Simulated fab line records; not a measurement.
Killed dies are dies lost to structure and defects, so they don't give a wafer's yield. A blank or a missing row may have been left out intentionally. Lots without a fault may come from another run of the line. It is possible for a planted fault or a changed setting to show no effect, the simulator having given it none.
Struck lot and sound lot, side by side | flow sky130 | 28 steps out of a route of 708
Sound: wafers L793.1, L793.2, L793.4. Struck: wafers L798.3, L798.4, L798.6. The cause comes at the end.
Order at every step that has rows: each side's tool, ch and its chambers, its first start. Under that, the readings that differ: sound wafers | struck wafers | difference of the means | sigmas: that difference in standard deviations of wafers without a fault.
alike: same words and numbers on both sides, and readings whose means sit less than 2 such deviations apart. not compared: any withheld reading, any reading some wafer has no value for, any bound like >300 that may hide the same value, and any number with overlapping values for which the record gives no deviation.
Wherever a step has rows on one side only, a row that says differs or no value, or a row with sigmas, the two part there. Non-overlapping numbers with no deviation appear without sigmas and do not part them. Lack of a reading on every wafer of one side parts them only where that side has two or more wafers.

SKY_SD_P_OVL_MEAS_08:
  struck on overlay-02, day 29 23:32; sound on overlay-01, day 28 17:49
  alike: SD_P_OVL
then, 1 step without rows for these wafers: SKY_SD_P_IMPLANT_09.
SKY_SD_P_STRIP_10: strips in O2/N2.
  sound on plasma_asher-03 ch 0,1, day 28 18:00; struck on plasma_asher-02 ch 0,1, day 29 23:44
  alike: chamber_pressure_mTorr, drypump_motor_current_A, n2_flow_sccm, oes_product_au, strip_time_to_endpoint_s
  not compared: rf_hours_counter_h
SKY_SD_P_TW_MEAS_11:
  struck on film_metro-02, day 29 23:49; sound on film_metro-03, day 28 18:06
  alike: SD_P_TW
then, 8 steps without rows for these wafers: SKY_RES_XHIGH_DEHYDRATE_00 (time 60 s); SKY_RES_XHIGH_HMDS_01 (prime time 60 s); SKY_RES_XHIGH_COAT_02 (resist thk 1140 nm); SKY_RES_XHIGH_SOFTBAKE_03 (time 60 s); SKY_RES_XHIGH_EXPOSE_04 (exposes mask URPM, target cd 1270 nm); SKY_RES_XHIGH_PEB_05; SKY_RES_XHIGH_DEVELOP_06 (develop time 60 s); SKY_RES_XHIGH_IMPLANT_07.
SKY_RES_XHIGH_STRIP_08: strips in O2/N2.
  sound on plasma_asher-03 ch 0,1, day 29 21:53; struck on plasma_asher-02 ch 0,1, day 31 03:26
  no value came back on the struck wafers for any of 5 readings (chamber_pressure_mTorr (mTorr), drypump_motor_current_A (A) and others); on the sound wafers chamber_pressure_mTorr (mTorr) reads 1501.6 1499.7 1501.4
  reading                                        | sound | struck         | difference | sigmas
  model.NOVOLAK_of_RES_XHIGH_COAT_02.thk_nm (nm) | 0 0 0 | 1133 1134 1139 | +1135      |
  not compared: rf_hours_counter_h
SKY_RES_XHIGH_TW_MEAS_09:
  struck on film_metro-02, day 31 03:31; sound on film_metro-01, day 29 21:59
  alike: RES_XHIGH_TW
then, 7 steps without rows for these wafers: SKY_SD_N_DEHYDRATE_00 (time 60 s); SKY_SD_N_HMDS_01 (prime time 60 s); SKY_SD_N_COAT_02 (resist thk 1140 nm); SKY_SD_N_SOFTBAKE_03 (time 60 s); SKY_SD_N_EXPOSE_04 (exposes mask NSDM, target cd 380 nm); SKY_SD_N_PEB_05; SKY_SD_N_DEVELOP_06 (develop time 60 s).
SKY_SD_N_CD_MEAS_07: target cd 380 nm.
  struck on cd_sem-02, day 32 06:26; sound on cd_sem-02, day 31 01:33
  reading    | sound             | struck            | difference | sigmas
  cd_nm (nm) | 382.1 382.3 383.6 | 371.8 375.2 373.5 | -9.2       | -4
SKY_SD_N_OVL_MEAS_08:
  struck on overlay-02, day 32 06:32; sound on overlay-02, day 31 01:40
  alike: SD_N_OVL
then, 2 steps without rows for these wafers: SKY_SD_N_IMPLANT_09; SKY_SD_N_IMPLANT_10.
SKY_SD_N_STRIP_11: strips in O2/N2.
  sound on plasma_asher-01 ch 0,1, day 31 02:00; struck on plasma_asher-01 ch 0,1, day 32 06:53
  reading                      | sound             | struck            | difference | sigmas
  oes_product_au (a.u.)        | 0.531 0.530 0.536 | 0.623 0.617 0.614 | +0.086     | +18
  strip_time_to_endpoint_s (s) | 22.57 22.56 22.55 | 39.41 39.42 39.49 | +16.88     | +99 or more
  alike: chamber_pressure_mTorr, drypump_motor_current_A, n2_flow_sccm
  not compared: rf_hours_counter_h
SKY_SD_N_TW_MEAS_12:
  struck on film_metro-02, day 32 06:58; sound on film_metro-02, day 31 02:06
  reading | sound          | struck   | difference | sigmas
  SD_N_TW | 3994 4001 3970 | 30 30 30 | -3958      | -99 or more
then, 1 step without rows for these wafers: SKY_SD_N_CLEAN_13 (cleans in SC1/SC2, time 150 s).

## WHERE THEY PART
At SKY_RES_XHIGH_STRIP_08 first; at SKY_SD_N_TW_MEAS_12 last (within this record only).

WHY: what the simulator had put in
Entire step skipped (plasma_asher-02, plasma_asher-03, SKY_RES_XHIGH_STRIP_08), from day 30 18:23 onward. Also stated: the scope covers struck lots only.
